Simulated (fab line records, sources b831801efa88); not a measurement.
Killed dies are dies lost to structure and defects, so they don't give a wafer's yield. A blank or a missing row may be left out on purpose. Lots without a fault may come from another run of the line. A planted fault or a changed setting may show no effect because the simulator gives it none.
Which tool did it? | flow gf180mcu | 24 lots, 72 wafers sampled, at 2 steps of a route of 602

WHAT THE GAUGES READ, wafer by wafer
GF_V1_OVL_MEAS_15.
lot  | measured     | on         | V1_OVL (nm)
L074 | day 18 03:59 | overlay-01 | -15 -10 -7
L075 | day 18 10:14 | overlay-01 | -10 -1 -7
L076 | day 19 03:27 | overlay-01 | -10 -5 -15
L077 | day 19 11:44 | overlay-01 | -2 -5 -10
L079 | day 19 23:27 | overlay-01 | -9 -3 0
L078 | day 20 03:47 | overlay-01 | -4 1 -6
L080 | day 20 11:20 | overlay-02 | -4 -5 -3
L081 | day 20 20:56 | overlay-02 | -4 3 7
L082 | day 21 09:10 | overlay-01 | -3 2 -1
L083 | day 21 16:31 | overlay-01 | 2 -12 1
L084 | day 22 00:22 | overlay-01 | -8 -6 -2
L085 | day 22 09:08 | overlay-01 | -2 -1 -4
L086 | day 22 15:11 | overlay-01 | -4 -7 -8
L087 | day 22 22:38 | overlay-01 | 1 -5 -2
L088 | day 23 06:22 | overlay-01 | 1 -7 -2
L089 | day 23 13:34 | overlay-01 | 1 5 6
L090 | day 24 00:11 | overlay-01 | 2 0 4
L091 | day 24 09:38 | overlay-01 | 0 -15 -7
L092 | day 24 14:29 | overlay-01 | 0 -2 -1
L093 | day 24 19:32 | overlay-02 | -3 -6 -9
L094 | day 25 04:34 | overlay-01 | 6 -1 1
L095 | day 25 14:07 | overlay-01 | -3 -6 -7
L096 | day 25 19:23 | overlay-01 | 0 -7 0
L097 | day 26 07:32 | overlay-01 | -4 5 -5

WHICH TOOL RAN EACH LOT (tool, then ch and the chambers of the sampled wafers, then the start)
lot  | GF_M1_SPUTTER_00
L074 | pvd_sputter-03, day 16 05:46
L075 | pvd_sputter-03, day 16 10:40
L076 | pvd_sputter-04, day 17 02:56
L077 | pvd_sputter-04, day 17 10:10
L079 | pvd_sputter-03, day 17 21:59
L078 | pvd_sputter-03, day 18 01:56
L080 | pvd_sputter-04, day 18 08:46
L081 | pvd_sputter-03, day 18 18:00
L082 | pvd_sputter-03, day 19 06:43
L083 | pvd_sputter-03, day 19 14:14
L084 | pvd_sputter-04, day 19 21:44
L085 | pvd_sputter-03, day 20 06:34
L086 | pvd_sputter-04, day 20 13:10
L087 | pvd_sputter-01, day 20 21:19
L088 | pvd_sputter-04, day 21 06:08
L089 | pvd_sputter-01, day 21 12:19
L090 | pvd_sputter-03, day 21 22:56
L091 | pvd_sputter-03, day 22 10:14
L092 | pvd_sputter-04, day 22 14:31
L093 | pvd_sputter-01, day 22 19:51
L094 | pvd_sputter-03, day 23 07:10
L095 | pvd_sputter-03, day 23 15:44
L096 | pvd_sputter-03, day 23 21:51
L097 | pvd_sputter-01, day 24 10:28
- GF_M1_SPUTTER_00: material Ti, target thk 37.5 nm, time 150 s.

WHAT THE TOOLS THEMSELVES READ (means of the sampled wafers that have a number; where no wafer has one, the mark that the record gives instead)
GF_M1_SPUTTER_00.
lot  | tool           | throttle_valve_pct (%)
L074 | pvd_sputter-03 | 30.6
L075 | pvd_sputter-03 | 30.6
L076 | pvd_sputter-04 | 30.5
L077 | pvd_sputter-04 | 29.1
L079 | pvd_sputter-03 | 30.8
L078 | pvd_sputter-03 | 30.9
L080 | pvd_sputter-04 | 29.2
L081 | pvd_sputter-03 | 30.3
L082 | pvd_sputter-03 | 30.9
L083 | pvd_sputter-03 | 30.4
L084 | pvd_sputter-04 | 30.6
L085 | pvd_sputter-03 | 30.4
L086 | pvd_sputter-04 | 29.3
L087 | pvd_sputter-01 | 29.9
L088 | pvd_sputter-04 | 30.1
L089 | pvd_sputter-01 | 30.1
L090 | pvd_sputter-03 | 30.4
L091 | pvd_sputter-03 | 30.6
L092 | pvd_sputter-04 | 30.0
L093 | pvd_sputter-01 | 30.9
L094 | pvd_sputter-03 | 30.5
L095 | pvd_sputter-03 | 30.5
L096 | pvd_sputter-03 | 31.0
L097 | pvd_sputter-01 | 30.9

THE ANSWER, worked out from the rows above alone
Rule: what is usual is taken from the lots themselves. Put in order of their means at a reading, lots are off if they are a third of the lots or fewer, leave a main group of 4 or more, and stand apart from it by a gap of 3 or more times the standard deviation of the main group's means; of several such gaps the widest counts. A main group whose means are all the same, to the digits that the tables above print for the reading, isn't used. A lot without any number at a reading at which 4 lots or more have one is off too. The other lots that the step has rows for count as sound. The gauges are gone through in route order, then the tools' own readings, and for those a lot's mean is taken as printed above. The first step at which some lot is off is used, and at that step the reading that is off furthest; a lot without a number counts as furthest.
No lot is off at any reading shown: from this, nothing can be told.

WHAT THE SIMULATOR HAD PUT IN
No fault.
